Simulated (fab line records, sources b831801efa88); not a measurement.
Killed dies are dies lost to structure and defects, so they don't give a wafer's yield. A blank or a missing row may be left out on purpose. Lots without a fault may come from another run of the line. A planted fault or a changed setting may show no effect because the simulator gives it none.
Which tool did it? | flow sky130 | 12 lots, 36 wafers sampled, at 5 steps of a route of 708

WHAT THE GAUGES READ, wafer by wafer
The record holds no reading of a measuring or inspecting step that can be judged against a usual standard deviation.

WHICH TOOL RAN EACH LOT (tool, then ch and the chambers of the sampled wafers, then the start)
lot  | SKY_METAL2_DESCUM_17              | SKY_METAL2_ETCH_18                | SKY_VIA2_SOFTBAKE_08              | SKY_VIA2_SPUTTER_20          | SKY_PAD_OPEN_PROBE_99
L365 | rie_metal-02 ch 0,1, day 36 14:50 | rie_metal-02 ch 0,1, day 36 14:52 | litho_track-03 ch 0, day 37 05:00 | pvd_sputter-03, day 37 19:20 | prober-01, day 46 22:05
L368 | rie_metal-02 ch 0,1, day 37 05:14 | rie_metal-02 ch 0,1, day 37 05:16 | litho_track-01 ch 0, day 37 19:00 | pvd_sputter-01, day 38 09:40 | prober-01, day 47 08:23
L367 | rie_metal-04 ch 0,1, day 37 09:41 | rie_metal-04 ch 0,1, day 37 09:43 | litho_track-03 ch 0, day 38 00:00 | pvd_sputter-02, day 38 14:34 | prober-02, day 47 11:36
L370 | rie_metal-04 ch 0,1, day 37 23:23 | rie_metal-04 ch 0,1, day 37 23:25 | litho_track-01 ch 0, day 38 14:00 | pvd_sputter-01, day 39 04:14 | prober-02, day 47 22:44
L371 | rie_metal-02 ch 1, day 38 08:51   | rie_metal-02 ch 1, day 38 08:56   | litho_track-04 ch 0, day 38 23:00 | pvd_sputter-02, day 39 13:51 | prober-01, day 48 06:58
L372 | rie_metal-02 ch 1, day 38 14:50   | rie_metal-02 ch 1, day 38 14:53   | litho_track-04 ch 0, day 39 05:00 | pvd_sputter-03, day 39 19:02 | prober-02, day 48 08:56
L374 | rie_metal-03 ch 0,1, day 39 06:41 | rie_metal-03 ch 0,1, day 39 06:43 | litho_track-03 ch 0, day 39 20:00 | pvd_sputter-02, day 40 10:47 | prober-02, day 48 22:09
L377 | rie_metal-03 ch 0,1, day 40 09:45 | rie_metal-03 ch 0,1, day 40 09:47 | litho_track-04 ch 0, day 40 23:00 | pvd_sputter-01, day 41 13:08 | prober-01, day 49 19:47
L379 | rie_metal-03 ch 0,1, day 40 22:55 | rie_metal-03 ch 0,1, day 40 22:57 | litho_track-04 ch 0, day 41 12:00 | pvd_sputter-01, day 42 01:29 | prober-02, day 50 02:51
L382 | rie_metal-03 ch 0,1, day 41 08:26 | rie_metal-03 ch 0,1, day 41 08:28 | litho_track-04 ch 0, day 41 21:00 | pvd_sputter-02, day 42 10:12 | prober-01, day 50 12:24
L385 | rie_metal-04 ch 0,1, day 42 01:56 | rie_metal-04 ch 0,1, day 42 01:58 | litho_track-01 ch 0, day 42 14:00 | pvd_sputter-01, day 43 01:52 | prober-02, day 50 23:13
L387 | rie_metal-03 ch 0,1, day 42 10:11 | rie_metal-03 ch 0,1, day 42 10:13 | litho_track-01 ch 0, day 42 22:00 | pvd_sputter-01, day 43 09:40 | prober-01, day 51 06:57
- SKY_METAL2_DESCUM_17: chemistry O2, time 8 s.
- SKY_METAL2_ETCH_18: etches BARC in N2/H2, stops on SiO2, time 45.9 s, target depth 60 nm.
- SKY_VIA2_SOFTBAKE_08: time 90 s.
- SKY_VIA2_SPUTTER_20: material TiN, target thk 20 nm, time 80 s.
- SKY_PAD_OPEN_PROBE_99

WHAT THE TOOLS THEMSELVES READ (means of the sampled wafers that have a number; where no wafer has one, the mark that the record gives instead)
SKY_METAL2_DESCUM_17. Usual: drypump_motor_current_A 5.5 A, standard deviation 0.47; oes_product_au 1.001 a.u., standard deviation 0.0075.
lot  | tool         | drypump_motor_current_A (A) | oes_product_au (a.u.) | flag
L365 | rie_metal-02 | 5.3                         | 1.001                 |
L368 | rie_metal-02 | 5.7                         | 1.000                 |
L367 | rie_metal-04 | 5.6                         | 0.997                 |
L370 | rie_metal-04 | 5.6                         | 1.010                 |
L371 | rie_metal-02 | 6.1                         | 1.002                 |
L372 | rie_metal-02 | 6.1                         | 0.989                 |
L374 | rie_metal-03 | 5.1                         | 1.002                 |
L377 | rie_metal-03 | 5.2                         | 0.993                 |
L379 | rie_metal-03 | 5.0                         | 1.010                 |
L382 | rie_metal-03 | 5.1                         | 1.007                 |
L385 | rie_metal-04 | 5.6                         | 0.995                 |
L387 | rie_metal-03 | 5.1                         | 1.001                 |

SKY_METAL2_ETCH_18. Usual: drypump_motor_current_A 5.5 A, standard deviation 0.47; h2_flow_sccm 199.9 sccm, standard deviation 0.58; oes_product_au 0.854 a.u., standard deviation 0.0047; throttle_valve_pct 13.225 %, standard deviation 0.0088.
lot  | tool         | drypump_motor_current_A (A) | h2_flow_sccm (sccm) | oes_product_au (a.u.) | throttle_valve_pct (%) | flag
L365 | rie_metal-02 | 5.3                         | 200.1               | 0.852                 | 13.222                 |
L368 | rie_metal-02 | 5.7                         | 199.9               | 0.858                 | 13.226                 |
L367 | rie_metal-04 | 5.6                         | 199.9               | 0.852                 | 13.226                 |
L370 | rie_metal-04 | 5.6                         | 200.1               | 0.858                 | 13.223                 |
L371 | rie_metal-02 | 6.1                         | 200.4               | 0.852                 | 13.229                 |
L372 | rie_metal-02 | 6.1                         | 199.4               | 0.849                 | 13.225                 |
L374 | rie_metal-03 | 5.1                         | 199.4               | 0.853                 | 13.221                 |
L377 | rie_metal-03 | 5.2                         | 199.9               | 0.860                 | 13.220                 |
L379 | rie_metal-03 | 5.1                         | 200.4               | 0.852                 | 13.216                 |
L382 | rie_metal-03 | 5.1                         | 200.3               | 0.857                 | 13.226                 |
L385 | rie_metal-04 | 5.6                         | 199.6               | 0.851                 | 13.226                 |
L387 | rie_metal-03 | 5.1                         | 200.2               | 0.856                 | 13.226                 |

SKY_VIA2_SOFTBAKE_08. Usual: heater_power_total_W 57.36 W, standard deviation 0.12; run_length_s 119.36 s, standard deviation 0.2.
lot  | tool           | heater_power_total_W (W) | run_length_s (s) | flag
L365 | litho_track-03 | 57.49                    | 119.55           |
L368 | litho_track-01 | 57.34                    | 119.07           |
L367 | litho_track-03 | 57.40                    | 119.47           |
L370 | litho_track-01 | 57.53                    | 119.13           |
L371 | litho_track-04 | 57.36                    | 119.46           |
L372 | litho_track-04 | 57.26                    | 119.45           |
L374 | litho_track-03 | 57.33                    | 119.54           |
L377 | litho_track-04 | 57.27                    | 119.48           |
L379 | litho_track-04 | 60.28                    | 107.05           | OFF
L382 | litho_track-04 | 58.42                    | 115.20           | OFF
L385 | litho_track-01 | 57.36                    | 119.08           |
L387 | litho_track-01 | 57.26                    | 119.05           |

SKY_VIA2_SPUTTER_20. Usual: throttle_valve_pct 29.8 %, standard deviation 0.89.
lot  | tool           | throttle_valve_pct (%) | flag
L365 | pvd_sputter-03 | 29.9                   |
L368 | pvd_sputter-01 | 29.4                   |
L367 | pvd_sputter-02 | 28.8                   |
L370 | pvd_sputter-01 | 29.8                   |
L371 | pvd_sputter-02 | 29.5                   |
L372 | pvd_sputter-03 | 29.9                   |
L374 | pvd_sputter-02 | 29.4                   |
L377 | pvd_sputter-01 | 29.9                   |
L379 | pvd_sputter-01 | 29.7                   |
L382 | pvd_sputter-02 | 29.2                   |
L385 | pvd_sputter-01 | 30.0                   |
L387 | pvd_sputter-01 | 29.6                   |

SKY_PAD_OPEN_PROBE_99. Usual: defect_limited_yield 82.1 %, standard deviation 2; killed_at_M0_to_M3 43, standard deviation 6.4; killed_at_M4_up 3.2, standard deviation 1.8; killed_at_contacts 25, standard deviation 5.5; killed_at_front_end 16, standard deviation 5.2; killed_at_other 0.3, standard deviation 0.49; killed_dies 88, standard deviation 10; killed_open 48, standard deviation 7; killed_short 40, standard deviation 7.1; sort_bin_3_pad_short 0.9 %, standard deviation 0.42; sort_bin_5_function 10.5 %, standard deviation 1.6; sort_bin_6_memory 6.5 %, standard deviation 1.2; sort_n_pass 404, standard deviation 10; sort_yield_pct 82.1 %, standard deviation 2.
lot  | tool      | defect_limited_yield (%) | killed_at_M0_to_M3 | killed_at_M4_up | killed_at_contacts | killed_at_front_end | killed_at_other | killed_dies | killed_open | killed_short | sort_bin_3_pad_short (%) | sort_bin_5_function (%) | sort_bin_6_memory (%) | sort_n_pass | sort_yield_pct (%) | flag
L365 | prober-01 | 82.2                     | 45                 | 4.3             | 28                 | 10                  | 0.3             | 87          | 48          | 39           | 0.9                      | 10.5                    | 6.4                   | 405         | 82.2               |
L368 | prober-01 | 82.8                     | 42                 | 4.7             | 24                 | 13                  | 0.3             | 84          | 45          | 39           | 0.9                      | 9.6                     | 6.6                   | 408         | 82.8               |
L367 | prober-02 | 82.8                     | 49                 | 2.0             | 23                 | 11                  | 0.0             | 85          | 47          | 38           | 0.6                      | 10.7                    | 5.9                   | 407         | 82.8               |
L370 | prober-02 | 81.1                     | 46                 | 2.3             | 21                 | 22                  | 1.0             | 93          | 55          | 38           | 0.7                      | 10.6                    | 7.6                   | 399         | 81.1               |
L371 | prober-01 | 83.2                     | 42                 | 2.0             | 22                 | 16                  | 0.3             | 82          | 48          | 34           | 0.8                      | 8.6                     | 7.3                   | 410         | 83.2               |
L372 | prober-02 | 80.7                     | 46                 | 5.0             | 26                 | 18                  | 0.7             | 95          | 48          | 47           | 0.9                      | 12.4                    | 6.0                   | 397         | 80.7               |
L374 | prober-02 | 81.0                     | 49                 | 3.3             | 28                 | 13                  | 0.3             | 93          | 51          | 43           | 0.7                      | 11.6                    | 6.6                   | 399         | 81.0               |
L377 | prober-01 | 81.1                     | 43                 | 3.3             | 30                 | 16                  | 0.3             | 93          | 49          | 44           | 0.9                      | 11.0                    | 6.9                   | 399         | 81.1               |
L379 | prober-02 | 82.9                     | 38                 | 4.3             | 23                 | 18                  | 0.0             | 84          | 46          | 38           | 0.9                      | 10.4                    | 5.8                   | 408         | 82.9               |
L382 | prober-01 | 80.9                     | 46                 | 4.3             | 22                 | 22                  | 0.0             | 94          | 53          | 41           | 1.1                      | 11.0                    | 7.0                   | 398         | 80.9               |
L385 | prober-02 | 82.4                     | 48                 | 3.3             | 21                 | 14                  | 0.3             | 87          | 45          | 42           | 0.9                      | 10.9                    | 5.8                   | 405         | 82.4               |
L387 | prober-01 | 82.3                     | 39                 | 3.7             | 25                 | 19                  | 0.3             | 87          | 43          | 44           | 1.3                      | 10.2                    | 6.2                   | 405         | 82.3               |

THE ANSWER, worked out from the rows above alone
Rule: a lot is off if the mean of its wafers that have a number lies more than 3 standard deviations from the usual mean. A lot without any number at a reading at which 4 lots or more have one is off too. The other lots that the step has rows for count as sound. The gauges are gone through in route order, then the tools' own readings, and for those a lot's mean is taken as printed above. The first step at which some lot is off is used, and at that step the reading that is off furthest; a lot without a number counts as furthest.
Off: L379, L382, at SKY_VIA2_SOFTBAKE_08 (run_length_s).
A tool fits if, at that step or a process step before it, it ran every lot that is off, and no sound lot after the first of them. One fits: litho_track-04 at SKY_VIA2_SOFTBAKE_08. Its last sound lot is L377 (day 40 23:00), its first lot that is off L379 (day 41 12:00): a fault that began between those two fits.
The tool's own readings at SKY_VIA2_SOFTBAKE_08 bear it out: on the lots that are off they differ by more than 5 times the standard deviation of the sound lots' means. heater_power_total_W reads 59.35 W there against 57.36 W on the sound lots; run_length_s reads 111.12 s there against 119.33 s on the sound lots.

WHAT THE SIMULATOR HAD PUT IN
Process parameter drift: litho_track-04, from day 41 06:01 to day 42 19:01, at SKY_VIA2_SOFTBAKE_08. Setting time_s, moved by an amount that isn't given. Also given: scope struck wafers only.
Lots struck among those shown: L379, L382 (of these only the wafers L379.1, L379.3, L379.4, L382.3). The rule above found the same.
